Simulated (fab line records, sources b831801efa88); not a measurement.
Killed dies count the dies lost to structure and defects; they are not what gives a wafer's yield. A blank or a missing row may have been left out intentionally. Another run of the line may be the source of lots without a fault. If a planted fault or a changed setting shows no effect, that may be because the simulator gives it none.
Comparing a struck lot with a sound one    flow sky130    15 out of 708 route steps
Sound: the wafers L592.1, L592.2, L592.5. Struck: wafer L588.1. (L588.2, L588.5 of the same lot were not struck and are left out.) The cause comes at the end.
Per side, at each step with rows, come the tool, then ch with its chambers, and then its first start. Under that, the readings that differ: sound wafers    struck wafers    difference of the means    sigmas: that difference in standard deviations of wafers without a fault.
alike: words and numbers the same on both sides, and readings whose means are apart by under 2 such deviations; not compared: readings that were withheld, readings missing a value for some wafer, numbers with overlapping values and no deviation given by the record, and bounds like >300 which may hide the same value.
The two part at a step that has a row with sigmas, a row that says differs or no value, or rows on one side only. Non-overlapping numbers with no deviation appear without sigmas and do not part them. A reading missing from all wafers of one side parts the sides only when that side holds two or more wafers.

first, 1 step without rows for these wafers: SKY_POLY_GATE_CVD_03 (deposits Si3N4 from DCS/NH3, target thk 75 nm, time 1290 s).
SKY_POLY_GATE_THK_MEAS_04:
  sound on film_metro-04, day 19 04:43; struck on film_metro-04, day 17 21:14
  alike: POLY_GATE_CVD_03_THK
then, 8 steps without rows for these wafers: SKY_POLY_GATE_DEHYDRATE_05 (time 60 s); SKY_POLY_GATE_HMDS_06 (prime time 60 s); SKY_POLY_GATE_COAT_07 (resist thk 110 nm); SKY_POLY_GATE_COAT_08 (resist thk 450 nm); SKY_POLY_GATE_SOFTBAKE_09 (time 90 s); SKY_POLY_GATE_EXPOSE_10 (exposes mask P1M, target cd 150 nm); SKY_POLY_GATE_PEB_11; SKY_POLY_GATE_DEVELOP_12 (develop time 60 s).
SKY_POLY_GATE_CD_MEAS_13: target cd 150 nm.
  sound on cd_sem-01, day 20 12:01; struck on cd_sem-02, day 19 04:08
  alike: cd_nm
SKY_POLY_GATE_OVL_MEAS_14:
  sound on overlay-01, day 20 12:08; struck on overlay-02, day 19 04:15
  alike: POLY_GATE_OVL
SKY_POLY_GATE_ETCH_15: etches BARC in N2/H2, stops on SiO2, time 118.5 s, target depth 110 nm.
  sound on rie_diel-02 ch 0,3, day 20 12:10; struck on rie_diel-03 ch 3, day 19 04:17
reading                         sound                 struck  difference  sigmas
chamber_pressure_mTorr (mTorr)  30.000 30.019 29.980  35.995  +5.995      +99 or more
  alike: drypump_motor_current_A, oes_product_au, throttle_valve_pct
  not compared: rf_hours_counter_h
SKY_POLY_GATE_ETCH_16: etches Si3N4 in CH3F/O2, stops on poly-Si, time 147.5 s, target depth 75 nm.
  sound on rie_diel-02 ch 0,3, day 20 12:14; struck on rie_diel-03 ch 3, day 19 04:22
  alike: chamber_pressure_mTorr, drypump_motor_current_A, oes_product_au, throttle_valve_pct
  not compared: rf_hours_counter_h
-- record jumps: 28 days separate the struck wafers' starts on either side; left off in module POLY_GATE, taken up again in module PAD_OPEN, whose first shown step is the route's number 708 --
SKY_PAD_OPEN_PROBE_99:
  sound on prober-01, day 48 11:11; struck on prober-01, day 47 14:47
  alike: killed_at_M0_to_M3, killed_at_M4_up, killed_at_contacts, killed_at_front_end, killed_at_other, killed_dies, killed_on_rim, killed_open, killed_short

WHERE THEY PART
Only at SKY_POLY_GATE_ETCH_15, within this record. Later steps at which nothing parts them and some readings are alike: SKY_POLY_GATE_ETCH_16, SKY_PAD_OPEN_PROBE_99.

WHY: what the simulator had put in
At SKY_POLY_GATE_ETCH_15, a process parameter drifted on rie_diel-03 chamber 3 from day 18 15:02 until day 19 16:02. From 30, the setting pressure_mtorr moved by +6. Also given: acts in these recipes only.
